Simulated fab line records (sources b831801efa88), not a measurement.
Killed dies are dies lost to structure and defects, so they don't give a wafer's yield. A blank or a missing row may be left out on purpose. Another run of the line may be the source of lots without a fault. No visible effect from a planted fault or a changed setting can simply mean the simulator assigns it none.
The tool behind it: which one?	flow gf180mcu	at 1 step of a route of 602, 13 lots with 39 wafers sampled

## WHAT EACH GAUGE READ, for each wafer
GF_STI_CD_MEAS_12: target cd 220 nm.
lot	measured	on	cd-nm (nm)
L101	day 2 03:45	cd-sem-02	221.3 220.3 220.3
L102	day 2 07:25	cd-sem-01	220.4 220.6 221.1
L103	day 2 11:22	cd-sem-02	219.0 219.3 219.3
L104	day 2 16:13	cd-sem-01	219.4 218.9 219.1
L106	day 3 02:32	cd-sem-01	221.0 220.4 221.7
L107	day 3 09:04	cd-sem-01	220.2 219.9 219.8
L108	day 3 13:33	cd-sem-01	219.0 217.6 220.3
L109	day 3 18:21	cd-sem-01	220.9 219.1 219.5
L111	day 4 04:23	cd-sem-02	220.9 220.3 219.6
L113	day 4 14:46	cd-sem-01	219.4 219.9 218.9
L117	day 5 11:36	cd-sem-01	218.1 218.4 219.4
L123	day 6 19:48	cd-sem-01	219.8 221.0 220.3
L124	day 7 00:13	cd-sem-01	222.9 221.4 220.6

## EACH LOT AND THE TOOL THAT RAN IT (in order: tool; ch and the chambers of the sampled wafers; start)
The record holds no process step before these readings.

## AS READ BY THE TOOLS THEMSELVES (means over the sampled wafers that have a number; for cases with no such wafer, the mark the record gives instead)
The record holds no such reading with a usual standard deviation.

## THE ANSWER, worked out from the rows above alone
Rule: what is usual is taken from the lots themselves. Put in order of their means at a reading, lots are off if they are a third of the lots or fewer, leave a main group of 4 or more, and stand apart from it by a gap of 3 or more times the standard deviation of the main group's means; of several such gaps the widest counts. If all means in a main group match to the digits the tables above print for the reading, that group is not used. A lot without any number at a reading at which 4 lots or more have one is off too. Any other lot the step has rows for is counted as sound. After the gauges, taken in route order, come the tools' own readings; for these a lot's mean is taken, as printed above. The first step at which some lot is off is used, and at that step the reading that is off furthest; a lot without a number counts as furthest.
None of the lots is off at any reading shown; this tells nothing.

## WHAT THE SIMULATOR PUT IN
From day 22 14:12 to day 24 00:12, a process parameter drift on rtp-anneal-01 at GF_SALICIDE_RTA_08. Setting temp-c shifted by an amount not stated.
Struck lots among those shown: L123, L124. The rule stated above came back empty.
